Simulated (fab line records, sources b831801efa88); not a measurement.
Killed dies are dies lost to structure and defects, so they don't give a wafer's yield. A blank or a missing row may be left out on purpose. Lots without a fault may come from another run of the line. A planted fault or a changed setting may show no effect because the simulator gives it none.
Which tool did it? | flow sfq_line | 7 lots, 21 wafers sampled, at 2 steps of a route of 325

WHAT THE GAUGES READ, wafer by wafer
SFQ_M4_RS_MEAS_924: measures by four-point-probe.
lot  | measured     | on            | M4_NB_RS (ohm/sq)
L473 | day 32 14:04 | film_metro-03 | 0.904 0.888 0.901
L475 | day 33 13:58 | film_metro-03 | 0.870 0.893 0.889
L482 | day 35 23:07 | film_metro-03 | 0.777 0.770 0.757
L486 | day 37 08:43 | film_metro-04 | 0.782 0.779 0.783
L491 | day 39 03:56 | film_metro-04 | 0.880 0.903 0.884
L493 | day 39 14:43 | film_metro-03 | 0.900 0.882 0.887
L495 | day 40 07:19 | film_metro-01 | 0.881 0.898 0.883

WHICH TOOL RAN EACH LOT (tool, then ch and the chambers of the sampled wafers, then the start)
lot  | SFQ_TRILAYER_M4_DEP_SPUTTER_091
L473 | pvd_sputter-04, day 32 13:58
L475 | pvd_sputter-03, day 33 13:52
L482 | pvd_sputter-03, day 35 23:01
L486 | pvd_sputter-03, day 37 08:37
L491 | pvd_sputter-04, day 39 03:50
L493 | pvd_sputter-05, day 39 14:37
L495 | pvd_sputter-05, day 40 07:14
- SFQ_TRILAYER_M4_DEP_SPUTTER_091: material Nb, target thk 200 nm, time 133.3 s.

THE ANSWER, worked out from the rows above alone
Rule: what is usual is taken from the lots themselves. Put in order of their means at a reading, lots are off if they are a third of the lots or fewer, leave a main group of 4 or more, and stand apart from it by a gap of 3 or more times the standard deviation of the main group's means; of several such gaps the widest counts. A main group whose means are all the same, to the digits that the tables above print for the reading, isn't used. A lot without any number at a reading at which 4 lots or more have one is off too. The other lots that the step has rows for count as sound.
Off: L482, L486, at SFQ_M4_RS_MEAS_924 (M4_NB_RS). The main group: mean 0.890 ohm/sq, standard deviation 0.0045.
A tool fits if, at a process step before that reading, it ran every lot that is off, and no sound lot after the first of them. The gauges at SFQ_M4_RS_MEAS_924 are tried like those tools. One fits: pvd_sputter-03 at SFQ_TRILAYER_M4_DEP_SPUTTER_091. Its last sound lot is L475 (day 33 13:52), its first lot that is off L482 (day 35 23:01): a fault that began between those two fits.

WHAT THE SIMULATOR HAD PUT IN
Process parameter drift: pvd_sputter-03, from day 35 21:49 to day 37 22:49, at SFQ_TRILAYER_M4_DEP_SPUTTER_091. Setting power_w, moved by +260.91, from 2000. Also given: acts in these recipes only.
Lots struck among those shown: L482, L486. The rule above found the same.
